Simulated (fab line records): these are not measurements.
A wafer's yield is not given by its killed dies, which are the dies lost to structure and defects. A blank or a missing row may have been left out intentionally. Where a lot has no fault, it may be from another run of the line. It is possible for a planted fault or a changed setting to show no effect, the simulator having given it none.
Tool commonality check / flow gf180mcu / Sample size 12 lots and 39 wafers

## REASON IT WAS OPENED
1 of 12 lots carry a flag on the reading HV_LDD_CVD_54_THK at GF_HV_LDD_THK_MEAS_55. Wafers without a fault read 9.99 nm, standard deviation 0.11.
Rule: a lot is flagged in two cases, either no wafer of it has a number, or all its wafers with numbers fall more than 4 standard deviations from that mean. All remaining lots are regarded as sound.

lot=L287; measured=day 12 06:48; on=film_metro-03; HV_LDD_CVD_54_THK (nm), wafer by wafer=10.04 10.05 10.16; flag=
lot=L288; measured=day 12 23:04; on=film_metro-02; HV_LDD_CVD_54_THK (nm), wafer by wafer=9.96 9.96 9.91; flag=
lot=L289; measured=day 13 04:24; on=film_metro-03; HV_LDD_CVD_54_THK (nm), wafer by wafer=9.73 9.96 9.81; flag=
lot=L290; measured=day 13 13:18; on=film_metro-03; HV_LDD_CVD_54_THK (nm), wafer by wafer=10.01 9.96 10.08; flag=
lot=L291; measured=day 13 22:07; on=film_metro-02; HV_LDD_CVD_54_THK (nm), wafer by wafer=9.98 10.13 9.86; flag=
lot=L293; measured=day 14 08:41; on=film_metro-01; HV_LDD_CVD_54_THK (nm), wafer by wafer=9.91 9.97 9.92; flag=
lot=L294; measured=day 14 20:31; on=film_metro-03; HV_LDD_CVD_54_THK (nm), wafer by wafer=10.18 10.04 10.15; flag=
lot=L296; measured=day 15 08:13; on=film_metro-03; HV_LDD_CVD_54_THK (nm), wafer by wafer=10.04 9.92 10.09; flag=
lot=L297; measured=day 15 17:41; on=film_metro-02; HV_LDD_CVD_54_THK (nm), wafer by wafer=10.14 10.18 10.17; flag=
lot=L299; measured=day 16 10:18; on=film_metro-03; HV_LDD_CVD_54_THK (nm), wafer by wafer=10.16 10.03 10.07; flag=
lot=L301; measured=day 17 03:03; on=film_metro-03; HV_LDD_CVD_54_THK (nm), wafer by wafer=6.34 6.39 6.39 6.38 6.42 6.38; flag=FLAGGED
lot=L304; measured=day 18 05:07; on=film_metro-01; HV_LDD_CVD_54_THK (nm), wafer by wafer=9.89 9.95 9.83; flag=
The numbers of the flagged lots are 6.38 nm on average: -3.61 nm against the usual, or -33 standard deviations.

## LOT BY LOT: THE TOOL USED
Before the reading, the record contains 2 process steps out of a 602-step route. Read each cell as the tool, then ch plus the chambers that the sampled wafers visited, then the start.
lot=L287; flag=; GF_DNWELL_STRIP_08=plasma_asher-03 ch 0,1, day 2 17:46; GF_HV_LDD_CVD_54=lpcvd-01 ch 0, day 12 05:16
lot=L288; flag=; GF_DNWELL_STRIP_08=plasma_asher-03 ch 0,1, day 3 02:09; GF_HV_LDD_CVD_54=lpcvd-02 ch 1, day 12 22:01
lot=L289; flag=; GF_DNWELL_STRIP_08=plasma_asher-01 ch 0,1, day 3 06:29; GF_HV_LDD_CVD_54=lpcvd-01 ch 0, day 13 03:22
lot=L290; flag=; GF_DNWELL_STRIP_08=plasma_asher-03 ch 0,1, day 3 10:11; GF_HV_LDD_CVD_54=lpcvd-01 ch 0, day 13 12:16
lot=L291; flag=; GF_DNWELL_STRIP_08=plasma_asher-01 ch 0,1, day 3 15:33; GF_HV_LDD_CVD_54=lpcvd-01 ch 0, day 13 21:05
lot=L293; flag=; GF_DNWELL_STRIP_08=plasma_asher-01 ch 0,1, day 4 03:23; GF_HV_LDD_CVD_54=lpcvd-02 ch 0, day 14 07:39
lot=L294; flag=; GF_DNWELL_STRIP_08=plasma_asher-03 ch 0,1, day 4 07:41; GF_HV_LDD_CVD_54=lpcvd-02 ch 1, day 14 19:30
lot=L296; flag=; GF_DNWELL_STRIP_08=plasma_asher-03 ch 0,1, day 4 19:33; GF_HV_LDD_CVD_54=lpcvd-01 ch 1, day 15 07:11
lot=L297; flag=; GF_DNWELL_STRIP_08=plasma_asher-01 ch 0,1, day 4 23:31; GF_HV_LDD_CVD_54=lpcvd-01 ch 0, day 15 16:40
lot=L299; flag=; GF_DNWELL_STRIP_08=plasma_asher-02 ch 0,1, day 5 11:41; GF_HV_LDD_CVD_54=lpcvd-02 ch 0, day 16 09:17
lot=L301; flag=FLAGGED; GF_DNWELL_STRIP_08=plasma_asher-03 ch 0,1, day 5 19:30; GF_HV_LDD_CVD_54=lpcvd-02 ch 0, day 17 02:00
lot=L304; flag=; GF_DNWELL_STRIP_08=plasma_asher-01 ch 0,1, day 6 13:04; GF_HV_LDD_CVD_54=lpcvd-01 ch 0, day 18 04:05
What is done by these steps:
- GF_DNWELL_STRIP_08: strips in O2/N2.
- GF_HV_LDD_CVD_54: deposits SiO2 from TEOS, target thk 10 nm, time 75 s.
- GF_HV_LDD_THK_MEAS_55

## FLAGGED AGAINST TOTAL, ONE TOOL AT A TIME (gauges that did the reading follow at the end)
step=GF_DNWELL_STRIP_08; tool=plasma_asher-01; lots run=5; flagged=0; share of the flagged lots=none; sound lots run after its first flagged lot=-
step=GF_DNWELL_STRIP_08; tool=plasma_asher-02; lots run=1; flagged=0; share of the flagged lots=none; sound lots run after its first flagged lot=-
step=GF_DNWELL_STRIP_08; tool=plasma_asher-03; lots run=6; flagged=1; share of the flagged lots=all; sound lots run after its first flagged lot=0
step=GF_HV_LDD_CVD_54; tool=lpcvd-01; lots run=7; flagged=0; share of the flagged lots=none; sound lots run after its first flagged lot=-
step=GF_HV_LDD_CVD_54; tool=lpcvd-02; lots run=5; flagged=1; share of the flagged lots=all; sound lots run after its first flagged lot=0
step=GF_HV_LDD_THK_MEAS_55; tool=film_metro-01; lots run=2; flagged=0; share of the flagged lots=none; sound lots run after its first flagged lot=-
step=GF_HV_LDD_THK_MEAS_55; tool=film_metro-02; lots run=3; flagged=0; share of the flagged lots=none; sound lots run after its first flagged lot=-
step=GF_HV_LDD_THK_MEAS_55; tool=film_metro-03; lots run=7; flagged=1; share of the flagged lots=all; sound lots run after its first flagged lot=0

## WHAT THE TABLE PERMITS
plasma_asher-03 at GF_DNWELL_STRIP_08, lpcvd-02 at GF_HV_LDD_CVD_54 and film_metro-03 at GF_HV_LDD_THK_MEAS_55: these 3 rows of the table ran every flagged lot.
- plasma_asher-03 at GF_DNWELL_STRIP_08: 1 of its 6 lots flagged. Its last sound lot is L296 (day 4 19:33), its first flagged lot L301 (day 5 19:30): a fault that began between those two fits.
- lpcvd-02 at GF_HV_LDD_CVD_54: 1 of its 5 lots flagged. Its last sound lot is L299 (day 16 09:17), its first flagged lot L301 (day 17 02:00): a fault that began between those two fits.
- film_metro-03 at GF_HV_LDD_THK_MEAS_55: 1 of its 7 lots flagged. Its last sound lot is L299 (day 16 10:18), its first flagged lot L301 (day 17 03:03): a fault that began between those two fits.
These 3 tools cannot be told apart by counting lots, since each of them fits a fault that started at some hour. More lots, or a look at what each step does to the wafer, might.

## WHAT THE SIMULATOR HAD PUT IN
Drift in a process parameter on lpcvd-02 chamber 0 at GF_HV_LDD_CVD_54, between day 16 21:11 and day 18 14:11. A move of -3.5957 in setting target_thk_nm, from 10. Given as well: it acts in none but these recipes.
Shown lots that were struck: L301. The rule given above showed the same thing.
